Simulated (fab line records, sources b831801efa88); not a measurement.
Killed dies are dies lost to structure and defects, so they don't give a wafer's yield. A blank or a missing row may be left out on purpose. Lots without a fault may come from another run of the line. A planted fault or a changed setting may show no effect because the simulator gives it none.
One fault seen from 2 desks | flow sfq_line | each desk has only its own numbers; what lay behind them comes last

THE TOOL OWNER'S DESK: rie_diel-04
The tool's own readings at SFQ_TRILAYER_I7_VIA_BARC_OPEN_VIA_ETCH_260 (etches BARC in O2, target depth 125 nm, time 41.7 s): means of the sampled wafers that have a number, for each lot that ran on this tool. A lot is out of limits, marked OUT, if its mean lies more than 4 standard deviations from the usual mean; the brackets give that distance.
Columns: A = drypump_motor_current_A at SFQ_TRILAYER_I7_VIA_BARC_OPEN_VIA_ETCH_260, usual 5.9 A; B = oes_product_au at SFQ_TRILAYER_I7_VIA_BARC_OPEN_VIA_ETCH_260, usual 0.684 a.u.
lot  | first seen here | A   | B
L878 | day 79 03:19    | 6.0 | 0.683
L880 | day 81 04:22    | 6.3 | 0.681
L883 | day 81 18:46    | 6.1 | 0.687
This desk's finding: nothing out of limits on any of the 3 lots.

THE METROLOGY DESK
What the gauges read, lot by lot, whatever tool the lot ran on: means of the sampled wafers that have a number. A lot is out of limits, marked OUT, if its mean lies more than 4 standard deviations from the usual mean; the brackets give that distance.
Columns: A = I7_BOW at SFQ_I7_BOW_MEAS_946, usual 4 um; B = I7_OVL at SFQ_I7_OVL_MEAS_947, usual 1 nm
lot  | first seen here | A   | B
L877 | day 75 04:46    | -3  | -2
L878 | day 75 05:19    | 15  | 3
L880 | day 76 10:47    | -13 | 3
L883 | day 77 04:05    | 5   | -3
L894 | day 86 15:02    | 1   | 3
L895 | day 86 17:46    | 6   | 1
This desk's finding: nothing out of limits on any of the 6 lots.

PUT TOGETHER
The tool owner's desk saw nothing out of limits.
The metrology desk saw nothing out of limits.

WHAT THE SIMULATOR HAD PUT IN
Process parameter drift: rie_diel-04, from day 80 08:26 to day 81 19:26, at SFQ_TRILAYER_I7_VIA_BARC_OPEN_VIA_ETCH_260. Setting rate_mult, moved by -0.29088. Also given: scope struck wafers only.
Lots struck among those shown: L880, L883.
